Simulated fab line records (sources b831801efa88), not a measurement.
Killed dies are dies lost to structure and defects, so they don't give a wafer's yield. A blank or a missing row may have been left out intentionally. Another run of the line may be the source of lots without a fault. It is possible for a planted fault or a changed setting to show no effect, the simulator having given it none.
Which tool was responsible? / flow sfq-line / 15 lots with 45 wafers sampled at 2 steps, on a route of 325 steps

== WHAT THE GAUGES SHOWED, per wafer ==
No reading from a measuring or inspecting step in the record can be judged against a usual standard deviation.

== TOOL THAT RAN EACH LOT (tool first, then ch and the chambers of the sampled wafers, then the start) ==
lot=L933; SFQ_TRILAYER_I2_DEP_PECVD_063=pecvd-02 ch 1,2, day 22 12:18; SFQ_TRILAYER_I2_CMP_CMP_064=cmp-01 ch 0,2,3, day 23 04:11
lot=L935; SFQ_TRILAYER_I2_DEP_PECVD_063=pecvd-02 ch 0,1,2, day 23 12:18; SFQ_TRILAYER_I2_CMP_CMP_064=cmp-02 ch 1,2,3, day 23 23:53
lot=L936; SFQ_TRILAYER_I2_DEP_PECVD_063=pecvd-01 ch 0,1, day 23 20:28; SFQ_TRILAYER_I2_CMP_CMP_064=cmp-01 ch 0,1,3, day 24 08:11
lot=L937; SFQ_TRILAYER_I2_DEP_PECVD_063=pecvd-04 ch 0,1,2, day 24 09:56; SFQ_TRILAYER_I2_CMP_CMP_064=cmp-02 ch 0,1, day 24 21:23
lot=L938; SFQ_TRILAYER_I2_DEP_PECVD_063=pecvd-01 ch 0,1,2, day 25 03:36; SFQ_TRILAYER_I2_CMP_CMP_064=cmp-02 ch 0,2, day 25 15:23
lot=L942; SFQ_TRILAYER_I2_DEP_PECVD_063=pecvd-04 ch 0,2, day 33 03:07; SFQ_TRILAYER_I2_CMP_CMP_064=cmp-01 ch 0,2,3, day 33 16:47
lot=L944; SFQ_TRILAYER_I2_DEP_PECVD_063=pecvd-04 ch 0,1,2, day 33 13:57; SFQ_TRILAYER_I2_CMP_CMP_064=cmp-01 ch 0,1, day 34 09:47
lot=L945; SFQ_TRILAYER_I2_DEP_PECVD_063=pecvd-02 ch 1,2, day 33 16:19; SFQ_TRILAYER_I2_CMP_CMP_064=cmp-01 ch 0,2,3, day 34 14:17
lot=L946; SFQ_TRILAYER_I2_DEP_PECVD_063=pecvd-04 ch 0,1, day 33 18:43; SFQ_TRILAYER_I2_CMP_CMP_064=cmp-01 ch 0,1,2, day 34 18:47
lot=L947; SFQ_TRILAYER_I2_DEP_PECVD_063=pecvd-04 ch 0,1,2, day 34 12:14; SFQ_TRILAYER_I2_CMP_CMP_064=cmp-02 ch 0,2,3, day 35 18:41
lot=L952; SFQ_TRILAYER_I2_DEP_PECVD_063=pecvd-01 ch 1,2, day 36 04:24; SFQ_TRILAYER_I2_CMP_CMP_064=cmp-01 ch 0,2,3, day 37 19:17
lot=L953; SFQ_TRILAYER_I2_DEP_PECVD_063=pecvd-01 ch 1,2, day 36 13:22; SFQ_TRILAYER_I2_CMP_CMP_064=cmp-02 ch 1,2,3, day 38 02:41
lot=L954; SFQ_TRILAYER_I2_DEP_PECVD_063=pecvd-04 ch 0,1,2, day 37 06:33; SFQ_TRILAYER_I2_CMP_CMP_064=cmp-01 ch 1,2,3, day 38 22:17
lot=L955; SFQ_TRILAYER_I2_DEP_PECVD_063=pecvd-02 ch 0,1, day 37 15:06; SFQ_TRILAYER_I2_CMP_CMP_064=cmp-02 ch 0,1,3, day 39 09:11
lot=L956; SFQ_TRILAYER_I2_DEP_PECVD_063=pecvd-04 ch 0,1,2, day 37 19:57; SFQ_TRILAYER_I2_CMP_CMP_064=cmp-01 ch 0,1,2, day 39 12:11
- SFQ_TRILAYER_I2_DEP_PECVD_063: deposits SiO2 from SiH4/N2O, time 111.11 s, target thk 500 nm.
- SFQ_TRILAYER_I2_CMP_CMP_064: polishes SiO2.

== WHAT THE TOOLS THEMSELVES READ (means of the sampled wafers that have a number; where no wafer has one, the mark that the record gives instead) ==
SFQ_TRILAYER_I2_DEP_PECVD_063. Usual: heater-power-w 88 W, standard deviation 21; rf-fwd-power-W 182.5 W, standard deviation 0.58; showerhead-vpp-V 842 V, standard deviation 31; throttle-valve-pct 24.2 %, standard deviation 0.73.
lot=L933; tool=pecvd-02; heater-power-w (W)=84; rf-fwd-power-W (W)=182.6; showerhead-vpp-V (V)=825; throttle-valve-pct (%)=24.5; flag=
lot=L935; tool=pecvd-02; heater-power-w (W)=90; rf-fwd-power-W (W)=182.8; showerhead-vpp-V (V)=851; throttle-valve-pct (%)=24.7; flag=
lot=L936; tool=pecvd-01; heater-power-w (W)=83; rf-fwd-power-W (W)=182.6; showerhead-vpp-V (V)=837; throttle-valve-pct (%)=24.5; flag=
lot=L937; tool=pecvd-04; heater-power-w (W)=95; rf-fwd-power-W (W)=182.0; showerhead-vpp-V (V)=848; throttle-valve-pct (%)=24.3; flag=
lot=L938; tool=pecvd-01; heater-power-w (W)=82; rf-fwd-power-W (W)=182.0; showerhead-vpp-V (V)=819; throttle-valve-pct (%)=24.6; flag=
lot=L942; tool=pecvd-04; heater-power-w (W)=65; rf-fwd-power-W (W)=182.8; showerhead-vpp-V (V)=869; throttle-valve-pct (%)=24.7; flag=
lot=L944; tool=pecvd-04; heater-power-w (W)=67; rf-fwd-power-W (W)=255.3; showerhead-vpp-V (V)=1018; throttle-valve-pct (%)=24.1; flag=OFF
lot=L945; tool=pecvd-02; heater-power-w (W)=84; rf-fwd-power-W (W)=182.5; showerhead-vpp-V (V)=833; throttle-valve-pct (%)=23.6; flag=
lot=L946; tool=pecvd-04; heater-power-w (W)=52; rf-fwd-power-W (W)=256.3; showerhead-vpp-V (V)=1038; throttle-valve-pct (%)=24.6; flag=OFF
lot=L947; tool=pecvd-04; heater-power-w (W)=67; rf-fwd-power-W (W)=255.8; showerhead-vpp-V (V)=1008; throttle-valve-pct (%)=24.3; flag=OFF
lot=L952; tool=pecvd-01; heater-power-w (W)=81; rf-fwd-power-W (W)=182.1; showerhead-vpp-V (V)=832; throttle-valve-pct (%)=25.4; flag=
lot=L953; tool=pecvd-01; heater-power-w (W)=85; rf-fwd-power-W (W)=182.5; showerhead-vpp-V (V)=815; throttle-valve-pct (%)=25.1; flag=
lot=L954; tool=pecvd-04; heater-power-w (W)=94; rf-fwd-power-W (W)=182.1; showerhead-vpp-V (V)=845; throttle-valve-pct (%)=24.3; flag=
lot=L955; tool=pecvd-02; heater-power-w (W)=82; rf-fwd-power-W (W)=182.6; showerhead-vpp-V (V)=843; throttle-valve-pct (%)=24.0; flag=
lot=L956; tool=pecvd-04; heater-power-w (W)=98; rf-fwd-power-W (W)=182.5; showerhead-vpp-V (V)=853; throttle-valve-pct (%)=24.1; flag=

SFQ_TRILAYER_I2_CMP_CMP_064. Usual: head-pressure-psi 3.000 psi, standard deviation 0.0059; motor-current-A 10.0 A, standard deviation 0.87; time-to-endpoint-s 212 s, standard deviation 8.2.
lot=L933; tool=cmp-01; head-pressure-psi (psi)=3.004; motor-current-A (A)=10.0; time-to-endpoint-s (s)=204; flag=
lot=L935; tool=cmp-02; head-pressure-psi (psi)=2.996; motor-current-A (A)=9.7; time-to-endpoint-s (s)=217; flag=
lot=L936; tool=cmp-01; head-pressure-psi (psi)=2.999; motor-current-A (A)=10.7; time-to-endpoint-s (s)=210; flag=
lot=L937; tool=cmp-02; head-pressure-psi (psi)=3.002; motor-current-A (A)=9.2; time-to-endpoint-s (s)=223; flag=
lot=L938; tool=cmp-02; head-pressure-psi (psi)=2.997; motor-current-A (A)=9.8; time-to-endpoint-s (s)=205; flag=
lot=L942; tool=cmp-01; head-pressure-psi (psi)=3.007; motor-current-A (A)=9.5; time-to-endpoint-s (s)=209; flag=
lot=L944; tool=cmp-01; head-pressure-psi (psi)=3.001; motor-current-A (A)=10.5; time-to-endpoint-s (s)=252; flag=OFF
lot=L945; tool=cmp-01; head-pressure-psi (psi)=3.006; motor-current-A (A)=9.7; time-to-endpoint-s (s)=209; flag=
lot=L946; tool=cmp-01; head-pressure-psi (psi)=2.997; motor-current-A (A)=10.4; time-to-endpoint-s (s)=242; flag=OFF
lot=L947; tool=cmp-02; head-pressure-psi (psi)=3.000; motor-current-A (A)=9.8; time-to-endpoint-s (s)=248; flag=OFF
lot=L952; tool=cmp-01; head-pressure-psi (psi)=3.000; motor-current-A (A)=9.8; time-to-endpoint-s (s)=203; flag=
lot=L953; tool=cmp-02; head-pressure-psi (psi)=3.002; motor-current-A (A)=9.6; time-to-endpoint-s (s)=216; flag=
lot=L954; tool=cmp-01; head-pressure-psi (psi)=3.001; motor-current-A (A)=10.3; time-to-endpoint-s (s)=210; flag=
lot=L955; tool=cmp-02; head-pressure-psi (psi)=2.999; motor-current-A (A)=9.2; time-to-endpoint-s (s)=214; flag=
lot=L956; tool=cmp-01; head-pressure-psi (psi)=2.992; motor-current-A (A)=10.3; time-to-endpoint-s (s)=198; flag=

== THE ANSWER, worked out from the rows above alone ==
Rule: take the mean of a lot's wafers that have a number; if it is more than 3 standard deviations from the usual mean, the lot is off. Also off: a lot with no number at a reading for which 4 or more lots have one. Any other lot the step has rows for is counted as sound. Order of review: gauges by route order, followed by the tools' own readings, for which a lot's mean as printed above is used. At the first step where some lot is off, the reading lying furthest off is the one used; lots without a number count as furthest.
Off: L944, L946, L947, at SFQ_TRILAYER_I2_DEP_PECVD_063 (rf-fwd-power-W).
If a tool, at that step or one of the process steps before it, ran each lot that is off and ran no sound lot following the first of them, it fits. Of those tried, none fits.

== WHAT THE SIMULATOR HAD PUT IN ==
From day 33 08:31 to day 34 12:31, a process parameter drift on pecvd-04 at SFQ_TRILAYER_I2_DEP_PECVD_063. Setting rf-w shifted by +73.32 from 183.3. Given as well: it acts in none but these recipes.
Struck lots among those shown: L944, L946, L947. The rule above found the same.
